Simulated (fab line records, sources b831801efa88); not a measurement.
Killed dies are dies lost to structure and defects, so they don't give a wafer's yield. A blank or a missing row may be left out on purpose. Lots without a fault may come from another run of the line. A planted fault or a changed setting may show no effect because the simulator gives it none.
A struck lot beside a sound one | flow sky130 | 18 steps out of a route of 708
Sound: wafers L147.2, L147.5, L147.6. Struck: wafer L145.3. (L145.2, L145.5 of the same lot were not struck and are left out.) The cause comes at the end.
At each step with rows: each side's tool, then ch and its chambers, then its first start. Under that, the readings that differ: sound wafers | struck wafers | difference of the means | sigmas: that difference in standard deviations of wafers without a fault.
alike: readings whose means differ by less than 2 such deviations, and words and numbers that are the same on both sides. not compared: withheld readings, readings that some wafer has no value for, bounds like >300 that may hide the same value, and numbers for which the record gives no deviation and whose values overlap.
The two part at a step that has a row with sigmas, a row that says differs or no value, or rows on one side only. Numbers that don't overlap but have no deviation are shown without sigmas and don't part them. A reading that every wafer of one side lacks parts them only if that side has two wafers or more.

first, 3 steps without rows for these wafers: SKY_VIA3_EXPOSE_09 (exposes mask VIM3, target cd 200 nm); SKY_VIA3_PEB_10; SKY_VIA3_DEVELOP_11 (develop time 60 s).
SKY_VIA3_CD_MEAS_12: target cd 200 nm.
  sound on cd_sem-02, day 44 18:45; struck on cd_sem-01, day 44 06:18
  alike: cd_nm
SKY_VIA3_OVL_MEAS_13:
  sound on overlay-02, day 44 18:52; struck on overlay-02, day 44 06:25
  alike: VIA3_OVL
SKY_VIA3_ETCH_14: etches BARC in N2/H2, stops on SiO2, time 45.9 s, target depth 60 nm.
  sound on rie_diel-01 ch 1,2,3, day 44 18:53; struck on rie_diel-04 ch 3, day 44 06:26
  alike: drypump_motor_current_A, oes_product_au, throttle_valve_pct
  not compared: rf_hours_counter_h
SKY_VIA3_ETCH_15: etches SiO2 in C4F8/O2/Ar, stops on TiN, target depth 507 nm, time 78 s.
  sound on rie_diel-01 ch 1,2,3, day 44 18:56; struck on rie_diel-04 ch 3, day 44 06:29
  reading               | sound             | struck | difference | sigmas
  oes_product_au (a.u.) | 0.942 0.957 0.946 | 0.958  | +0.010     | +2
  not compared: rf_hours_counter_h
SKY_VIA3_STRIP_16: strips in O2/N2.
  sound on plasma_asher-04 ch 0,1, day 44 18:59; struck on plasma_asher-03 ch 1, day 44 06:32
  alike: drypump_motor_current_A, oes_product_au, strip_time_to_endpoint_s
  not compared: rf_hours_counter_h
then, 3 steps without rows for these wafers: SKY_VIA3_STRIP_17 (strips in post etch residue remover, time 1200 s); SKY_VIA3_CLEAN_18 (cleans in IPA, time 180 s); SKY_VIA3_CLEAN_19 (cleans in O3/DIW).
SKY_VIA3_SPUTTER_20: material TiN, target thk 20 nm, time 80 s.
  sound on pvd_sputter-04, day 44 19:35; struck on pvd_sputter-02, day 44 07:08
  alike: throttle_valve_pct
SKY_VIA3_CVD_21: deposits W, target thk 390 nm, time 117.31 s.
  sound on cvd_w-01 ch 0, day 44 19:41; struck on cvd_w-02 ch 0, day 44 07:11
  reading                            | sound           | struck | difference | sigmas
  model.W_of_VIA3_CVD_21.thk_nm (nm) | 391.7 390.3 393 | 484.6  | +92.9      |
  alike: heater_power_w
SKY_VIA3_RS_MEAS_22: measures by four-point-probe.
  sound on film_metro-04, day 44 19:55; struck on film_metro-04, day 44 07:20
  reading            | sound                | struck | difference | sigmas
  VIA3_W_RS (ohm/sq) | 0.2922 0.2938 0.2912 | 0.2361 | -0.0563    | -20
SKY_VIA3_THK_MEAS_23: measures by xrf.
  sound on film_metro-04, day 44 20:01; struck on film_metro-04, day 44 07:27
  reading         | sound       | struck | difference | sigmas
  VIA3_W_THK (nm) | 392 392 394 | 484    | +91        | +19
SKY_VIA3_CMP_24: polishes, stops on SiO2, t overpolish 20 s, target thk 0 nm.
  sound on cmp-01 ch 0,2,3, day 44 20:31; struck on cmp-02 ch 1, day 44 07:30
  reading                | sound          | struck | difference | sigmas
  time_to_endpoint_s (s) | 94.1 94.2 92.0 | 117.8  | +24.4      | +8
  alike: motor_current_A
SKY_METAL4_SPUTTER_00: material Ti, target thk 15 nm, time 10 s.
  sound on pvd_sputter-02, day 44 20:40; struck on pvd_sputter-02, day 44 07:48
  reading                | sound          | struck | difference | sigmas
  throttle_valve_pct (%) | 28.7 31.3 30.1 | 26.2   | -3.8       | -3
then, 1 step without rows for these wafers: SKY_PAD_OPEN_PROBE_99.

WHERE THEY PART
First at SKY_VIA3_ETCH_15; last, within this record, at SKY_METAL4_SPUTTER_00.

WHY: what the simulator had put in
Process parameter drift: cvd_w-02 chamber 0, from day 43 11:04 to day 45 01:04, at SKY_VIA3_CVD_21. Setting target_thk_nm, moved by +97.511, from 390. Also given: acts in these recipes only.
